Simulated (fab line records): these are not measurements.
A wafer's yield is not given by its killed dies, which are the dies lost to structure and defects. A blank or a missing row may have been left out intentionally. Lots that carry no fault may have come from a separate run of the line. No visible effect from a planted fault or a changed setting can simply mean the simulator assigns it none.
Comparing a struck lot with a sound one | flow sky130 | 18 steps out of a route of 708
Sound: the wafers L728.1, L728.5, L728.6. Struck: wafer L741.2. (L741.1, L741.3 of the same lot were not struck and are left out.) The cause comes at the end.
For every step that has rows: the tool of each side, followed by ch and its chambers, followed by its first start. Under that, the readings that differ: sound wafers | struck wafers | difference of the means | sigmas: that difference in standard deviations of wafers without a fault.
alike: a reading whose means differ by less than 2 such deviations, as well as words and numbers matching on both sides. not compared: withheld readings; readings where some wafer has no value; bounds like >300 that might hide an equal value; numbers whose values overlap and for which the record gives no deviation.
The two part at a step that has a row with sigmas, a row that says differs or no value, or rows on one side only. Numbers that don't overlap but have no deviation are shown without sigmas and don't part them. Lack of a reading on every wafer of one side parts them only where that side has two or more wafers.

SKY_GATE_OXIDE_STRIP_13: strips in O2/N2.
  sound on plasma-asher-01 ch 0,1, day 13 23:54; struck on plasma-asher-04 ch 0, day 18 16:59
  reading               | sound             | struck | difference | sigmas
  oes-product-au (a.u.) | 0.722 0.715 0.718 | 0.705  | -0.013     | -3
  alike: drypump-motor-current-A, strip-time-to-endpoint-s
  not compared: rf-hours-counter-h
SKY_GATE_OXIDE_TW_MEAS_14:
  sound on film-metro-02 at day 14 00:00; struck on film-metro-02 at day 18 17:05
  alike: GATE_OXIDE_TW
then, 3 steps without rows for these wafers: SKY_GATE_OXIDE_CLEAN_15 (cleans in SC1/SC2, time 150 s); SKY_GATE_OXIDE_OXIDATION_16 (stabilise 600 s, purge 300 s, target thk 3.57 nm); SKY_POLY_GATE_CVD_00 (deposits poly-Si, target thk 180 nm, time 720 s).
SKY_POLY_GATE_THK_MEAS_01:
  sound on film-metro-03 at day 14 02:50; struck on film-metro-02 at day 18 21:22
  alike: POLY_GATE_CVD_00_THK
then, 6 steps without rows for these wafers: SKY_RES_PROTECT_DEHYDRATE_00 (time 60 s); SKY_RES_PROTECT_HMDS_01 (prime time 60 s); SKY_RES_PROTECT_COAT_02 (resist thk 1140 nm); SKY_RES_PROTECT_SOFTBAKE_03 (time 60 s); SKY_RES_PROTECT_EXPOSE_04 (exposes mask RPM, target cd 1270 nm); SKY_RES_PROTECT_PEB_05.
SKY_RES_PROTECT_DEVELOP_06: develop time 60 s.
  sound on litho-track-04 ch 0, day 15 05:11; struck on litho-track-04 ch 0, day 20 04:17
then, 1 step without rows for these wafers: SKY_POLY_GATE_IMPLANT_02.
SKY_RES_PROTECT_STRIP_07: strips in O2/N2.
  sound on plasma-asher-04 ch 0,1, day 15 05:29; struck on plasma-asher-02 ch 1, day 20 04:35
  alike: drypump-motor-current-A, oes-product-au, strip-time-to-endpoint-s
  not compared: rf-hours-counter-h
SKY_RES_PROTECT_TW_MEAS_08:
  sound on film-metro-02 at day 15 05:35; struck on film-metro-03 at day 20 04:41
  reading      | sound          | struck | difference | sigmas
  POLY_GATE_TW | 4029 4043 4032 | 79     | -3956      | -99 or more
then, 1 step without rows for these wafers: SKY_RES_PROTECT_CLEAN_09 (cleans in SC1/SC2, time 150 s).
-- record jumps: 29 days separate the struck wafers' starts on either side; left off in module RES_PROTECT, taken up again in module PAD_OPEN, whose first shown step is the route's number 708 --
SKY_PAD_OPEN_PROBE_99:
  sound on prober-02 at day 46 02:37; struck on prober-01 at day 49 10:58
  reading         | sound    | struck | difference | sigmas
  killed-at-other | 1 0 0    | 234    | +234       | +99 or more
  killed-dies     | 84 87 92 | 316    | +228       | +24
  killed-on-rim   | 17 17 14 | 32     | +16        | +4
  alike: killed_at_M0_to_M3, killed_at_M4_up, killed-at-contacts, killed-at-front-end, killed-open, killed-short

== WHERE THEY PART ==
Earliest at SKY_GATE_OXIDE_STRIP_13; latest, in this record, at SKY_PAD_OPEN_PROBE_99.

WHY: whatever the simulator had introduced
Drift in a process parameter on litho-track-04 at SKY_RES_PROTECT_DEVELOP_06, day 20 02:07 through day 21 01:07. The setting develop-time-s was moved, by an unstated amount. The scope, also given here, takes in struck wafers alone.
